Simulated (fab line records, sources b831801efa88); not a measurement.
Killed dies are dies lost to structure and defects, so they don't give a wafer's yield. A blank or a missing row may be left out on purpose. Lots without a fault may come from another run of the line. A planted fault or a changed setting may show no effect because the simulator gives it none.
One fault seen from 2 desks | flow sky130 | each desk has only its own numbers; what lay behind them comes last

THE TOOL OWNER'S DESK: pvd_sputter-02
The tool's own readings at SKY_CAP2M_SPUTTER_02 (material TiN, target thk 200 nm, time 166.7 s): means of the sampled wafers that have a number, for each lot that ran on this tool. A lot is out of limits, marked OUT, if its mean lies more than 4 standard deviations from the usual mean; the brackets give that distance.
Columns: A = throttle_valve_pct at SKY_CAP2M_SPUTTER_02, usual 30.1 %
lot  | first seen here | A
L522 | day 39 21:14    | 31.6
L523 | day 40 02:55    | 30.3
L524 | day 41 22:40    | 31.1
L530 | day 43 10:47    | 31.1
L531 | day 43 11:55    | 29.9
This desk's finding: nothing out of limits on any of the 5 lots.

THE METROLOGY DESK
What the gauges read, lot by lot, whatever tool the lot ran on: means of the sampled wafers that have a number. A lot is out of limits, marked OUT, if its mean lies more than 4 standard deviations from the usual mean; the brackets give that distance.
Columns: A = CAP2M_TIN_RS at SKY_CAP2M_RS_MEAS_03, usual 6.96 ohm/sq; B = CAP2M_TIN_THK at SKY_CAP2M_THK_MEAS_04, usual 198.2 nm
lot  | first seen here | A              | B
L522 | day 39 21:23    | 6.95           | 198.2
L523 | day 40 03:04    | 6.97           | 199.4
L524 | day 41 22:47    | 6.97           | 198.4
L528 | day 41 23:43    | 6.89           | 201.9
L530 | day 43 10:58    | 8.07 (+13) OUT | 170.5 (-10) OUT
L531 | day 43 12:05    | 7.92 (+11) OUT | 174.5 (-8.8) OUT
L534 | day 43 15:55    | 6.93           | 197.8
L535 | day 43 21:59    | 6.87           | 199.8
L539 | day 44 14:58    | 7.01           | 196.5
This desk's finding: out of limits on L530, L531; first on L530, day 43 10:58 (CAP2M_TIN_RS at SKY_CAP2M_RS_MEAS_03). In limits: L522, L523, L524, L528, L534, L535, L539.

PUT TOGETHER
The metrology desk could have raised an alarm at day 43 10:58, on L530, L531.
The tool owner's desk saw nothing out of limits.
The tool owner's desk has L530, L531 on record, within its limits.
Of the lots named, all ran SKY_CAP2M_SPUTTER_02 on pvd_sputter-02.

WHAT THE SIMULATOR HAD PUT IN
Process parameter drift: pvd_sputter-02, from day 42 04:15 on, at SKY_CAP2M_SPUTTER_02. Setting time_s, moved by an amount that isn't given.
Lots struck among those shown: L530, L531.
Hours from the fault's start to each desk's first reading out of limits: the metrology desk, 31.
